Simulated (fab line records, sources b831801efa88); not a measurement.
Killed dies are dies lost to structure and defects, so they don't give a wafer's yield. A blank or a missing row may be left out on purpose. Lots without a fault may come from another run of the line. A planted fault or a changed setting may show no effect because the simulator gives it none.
One fault seen from 2 desks | flow sky130 | each desk has only its own numbers; what lay behind them comes last

THE METROLOGY DESK
What the gauges read, lot by lot, whatever tool the lot ran on: means of the sampled wafers that have a number. A lot is out of limits, marked OUT, if its mean lies more than 4 standard deviations from the usual mean; the brackets give that distance.
Columns: A = LDD_N_OVL at SKY_LDD_N_OVL_MEAS_07, usual 1.2 nm
lot  | first seen here | A
L207 | day 17 11:35    | 1.2
L212 | day 19 15:59    | 0.5
L226 | day 24 13:26    | 0.9
L227 | day 24 22:52    | 1.7
L228 | day 25 09:48    | 2.2
L230 | day 26 08:55    | 1.7
This desk's finding: nothing out of limits on any of the 6 lots.

THE TOOL OWNER'S DESK: implanter-01
The tool's own readings at SKY_LDD_N_IMPLANT_15: means of the sampled wafers that have a number, for each lot that ran on this tool. A lot is out of limits, marked OUT, if its mean lies more than 4 standard deviations from the usual mean; the brackets give that distance.
Columns: A = dose_ions_cm2 at SKY_LDD_N_IMPLANT_15, usual 4.999e+12; B = end_station_pressure_torr at SKY_LDD_N_IMPLANT_15, usual 5.03e-06 Torr; C = faraday_current_uA at SKY_LDD_N_IMPLANT_15, usual 28.1; D = tilt_deg at SKY_LDD_N_IMPLANT_15, usual 29.997 degrees
lot  | first seen here | A                           | B        | C              | D
L207 | day 17 12:43    | 5.003e+12                   | 4.84e-06 | 27.9           | 29.974
L226 | day 24 14:32    | 7.837e+12 (+99 or more) OUT | 4.93e-06 | 44.1 (+28) OUT | 29.996
L227 | day 24 23:58    | 7.823e+12 (+99 or more) OUT | 5.06e-06 | 44.7 (+29) OUT | 30.006
This desk's finding: out of limits on L226, L227; first on L226, day 24 14:32 (dose_ions_cm2 at SKY_LDD_N_IMPLANT_15). In limits: L207.

PUT TOGETHER
The tool owner's desk could have raised an alarm at day 24 14:32, on L226, L227.
The metrology desk saw nothing out of limits.
The metrology desk has L226, L227 on record, within its limits.
Of the lots named, all ran SKY_LDD_N_IMPLANT_15 on implanter-01.

WHAT THE SIMULATOR HAD PUT IN
Process parameter drift: implanter-01, from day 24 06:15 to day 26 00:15, at SKY_LDD_N_IMPLANT_15. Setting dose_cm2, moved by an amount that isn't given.
Lots struck among those shown: L226, L227.
Hours from the fault's start to each desk's first reading out of limits: the tool owner's desk, 8.
